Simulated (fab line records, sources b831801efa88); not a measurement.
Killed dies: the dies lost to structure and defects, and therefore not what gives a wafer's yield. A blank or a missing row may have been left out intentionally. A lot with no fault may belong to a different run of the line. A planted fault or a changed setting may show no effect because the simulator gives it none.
Which of the tools did it?	flow sky130	13 lots, 39 wafers sampled, at 6 steps of a route of 708

== WHAT THE GAUGES READ, wafer by wafer ==
SKY_RES_XHIGH_TW_MEAS_09.
lot	measured	on	RES_XHIGH_TW
L104	day 26 21:56	film-metro-02	1634 1634 1631
L106	day 27 12:26	film-metro-02	1642 1645 1624
L108	day 28 08:32	film-metro-02	1634 1636 1644
L109	day 28 13:20	film-metro-03	1643 1630 1641
L110	day 28 21:29	film-metro-03	1637 1640 1632
L115	day 30 16:22	film-metro-03	1642 1639 1642
L116	day 30 23:53	film-metro-02	1645 1650 1639
L118	day 31 12:54	film-metro-03	1644 1640 1631
L119	day 31 22:44	film-metro-02	1644 1649 1650
L121	day 32 15:37	film-metro-03	1635 1637 1635
L123	day 33 03:34	film-metro-02	1642 1647 1639
L125	day 33 18:35	film-metro-03	1626 1625 1633
L127	day 34 14:56	film-metro-04	1657 1645 1654

SKY_SD_N_CD_MEAS_07 targets a cd of 380 nm.
lot	measured	on	cd-nm (nm)
L104	day 28 02:35	cd-sem-01	380.7 381.9 384.4
L106	day 28 17:16	cd-sem-02	380.6 381.0 382.5
L108	day 29 12:44	cd-sem-01	380.4 378.7 383.4
L109	day 29 17:03	cd-sem-02	375.8 378.0 379.8
L110	day 30 01:16	cd-sem-02	376.5 376.5 376.4
L115	day 31 19:30	cd-sem-02	382.0 379.4 381.9
L116	day 32 02:46	cd-sem-02	376.4 378.5 376.4
L118	day 32 16:12	cd-sem-01	377.3 378.6 375.7
L119	day 33 01:57	cd-sem-02	373.7 375.3 372.4
L121	day 33 18:36	cd-sem-02	376.3 373.5 373.8
L123	day 34 05:53	cd-sem-01	375.3 378.7 379.2
L125	day 34 20:35	cd-sem-02	380.2 378.5 378.3
L127	day 35 17:28	cd-sem-01	382.7 379.7 380.0

SKY_SD_N_RS_MEAS_16: measures by four-point-probe.
lot	measured	on	SD_N_RS (ohm/sq)
L104	day 28 03:26	film-metro-02	68.62 68.66 68.63
L106	day 28 18:07	film-metro-04	68.66 68.58 68.53
L108	day 29 13:34	film-metro-03	68.82 68.58 68.70
L109	day 29 17:53	film-metro-04	68.50 68.50 68.51
L110	day 30 02:07	film-metro-02	68.76 68.60 68.70
L115	day 31 20:24	film-metro-03	68.66 68.73 68.66
L116	day 32 03:37	film-metro-04	71.58 71.50 71.49
L118	day 32 17:02	film-metro-02	71.42 71.33 71.39
L119	day 33 02:47	film-metro-02	68.66 68.72 68.73
L121	day 33 19:26	film-metro-03	68.80 68.68 68.78
L123	day 34 06:44	film-metro-03	68.63 68.79 68.76
L125	day 34 21:25	film-metro-04	68.68 68.58 68.49
L127	day 35 18:18	film-metro-02	68.58 68.65 68.64

SKY_SD_N_RS_MEAS_17: measures by four-point-probe.
lot	measured	on	SD_P_RS (ohm/sq)
L104	day 28 03:33	film-metro-02	147.5 147.5 147.6
L106	day 28 18:14	film-metro-04	147.5 147.6 147.2
L108	day 29 13:41	film-metro-03	147.8 147.7 147.5
L109	day 29 18:01	film-metro-04	147.2 146.6 146.7
L110	day 30 02:14	film-metro-02	148.0 147.7 148.0
L115	day 31 20:31	film-metro-03	147.5 147.4 147.7
L116	day 32 03:44	film-metro-04	164.6 164.0 163.9
L118	day 32 17:10	film-metro-02	163.6 163.5 163.4
L119	day 33 02:54	film-metro-02	147.4 147.8 147.8
L121	day 33 19:33	film-metro-03	148.3 147.7 148.0
L123	day 34 06:51	film-metro-03	147.9 147.8 147.7
L125	day 34 21:32	film-metro-04	147.3 147.7 147.2
L127	day 35 18:25	film-metro-02	147.7 147.3 147.7

SKY_LI_CONTACT_THK_MEAS_01.
lot	measured	on	LI_CONTACT_HDPCVD_THK (nm)
L104	day 28 03:58	film-metro-02	940 934 936
L106	day 28 18:35	film-metro-03	918 931 918
L108	day 29 14:03	film-metro-04	929 933 917
L109	day 29 18:22	film-metro-04	930 926 928
L110	day 30 02:35	film-metro-04	924 929 928
L115	day 31 20:54	film-metro-03	926 920 933
L116	day 32 04:05	film-metro-03	914 921 924
L118	day 32 17:32	film-metro-04	924 930 914
L119	day 33 03:14	film-metro-04	921 933 945
L121	day 33 19:53	film-metro-04	920 937 918
L123	day 34 07:12	film-metro-03	916 912 930
L125	day 34 21:55	film-metro-03	928 924 939
L127	day 35 18:46	film-metro-03	928 921 929

== WHAT TOOL EACH LOT RAN ON (gives the tool, then ch and the chambers of the sampled wafers, and finally the start) ==
lot	SKY_SD_N_RTA_14
L104	rtp-anneal-02 ch 0, day 28 03:15
L106	rtp-anneal-01 ch 0, day 28 17:56
L108	rtp-anneal-01 ch 0, day 29 13:24
L109	rtp-anneal-02 ch 0, day 29 17:43
L110	rtp-anneal-01 ch 0, day 30 01:56
L115	rtp-anneal-02 ch 0, day 31 20:10
L116	rtp-anneal-01 ch 0, day 32 03:26
L118	rtp-anneal-01 ch 0, day 32 16:51
L119	rtp-anneal-02 ch 0, day 33 02:35
L121	rtp-anneal-02 ch 0, day 33 19:14
L123	rtp-anneal-02 ch 0, day 34 06:33
L125	rtp-anneal-02 ch 0, day 34 21:15
L127	rtp-anneal-02 ch 0, day 35 18:07
- SKY_SD_N_RTA_14: time 2 s.

== AS READ BY THE TOOLS THEMSELVES (means over the sampled wafers that have a number; for cases with no such wafer, the mark the record gives instead) ==
SKY_SD_N_RTA_14.
lot	tool	lamp-power-pct (%)	wafer_temp_C_max
L104	rtp-anneal-02	15.69	1078.3
L106	rtp-anneal-01	15.72	1077.7
L108	rtp-anneal-01	15.76	1078.7
L109	rtp-anneal-02	15.78	1078.2
L110	rtp-anneal-01	15.76	1078.0
L115	rtp-anneal-02	15.80	1077.3
L116	rtp-anneal-01	15.10	1079.1
L118	rtp-anneal-01	15.13	1078.0
L119	rtp-anneal-02	15.75	1078.2
L121	rtp-anneal-02	15.69	1079.0
L123	rtp-anneal-02	15.75	1077.9
L125	rtp-anneal-02	15.73	1077.2
L127	rtp-anneal-02	15.73	1079.0

== THE ANSWER, worked out from the rows above alone ==
Rule: usual is defined by the lots themselves. The widest of any qualifying gaps counts: lots, ordered by their means at a reading, are off when they make up no more than a third of the lots, leave a main group of 4 or more, and stand apart from it by 3 or more times the standard deviation of that group's means. A main group is skipped when, at the precision printed for the reading in the tables above, its means are all equal. A lot without any number at a reading at which 4 lots or more have one is off too. The other lots that the step has rows for count as sound. After the gauges, taken in route order, come the tools' own readings; for these a lot's mean is taken, as printed above. At the first step where some lot is off, the reading lying furthest off is the one used; lots without a number count as furthest.
Off: L116, L118, seen at SKY_SD_N_RS_MEAS_16 (SD_N_RS). Mean 68.65 ohm/sq and standard deviation 0.07 in the main group.
A tool fits if, at a process step before that reading, it ran every lot that is off, and no sound lot after the first of them. Not tried: the gauges at SKY_SD_N_RS_MEAS_16; whatever is off there is also off at SKY_SD_N_RTA_14, on other tools, and gauge error can't account for it. One fits: rtp-anneal-01 at SKY_SD_N_RTA_14. A fault onset in the window from L110 (day 30 01:56, its last sound lot) to L116 (day 32 03:26, its first lot off) fits.
The tool's own readings at SKY_SD_N_RTA_14 bear it out: on the lots that are off they differ by more than 5 times the standard deviation of the sound lots' means. lamp-power-pct reads 15.12 % there against 15.74 % on the sound lots.

== WHAT THE SIMULATOR HAD PUT IN ==
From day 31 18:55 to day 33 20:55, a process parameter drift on rtp-anneal-01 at SKY_SD_N_RTA_14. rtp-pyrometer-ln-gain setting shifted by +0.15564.
Lots struck among those shown: L116, L118. The rule above reached the same finding.
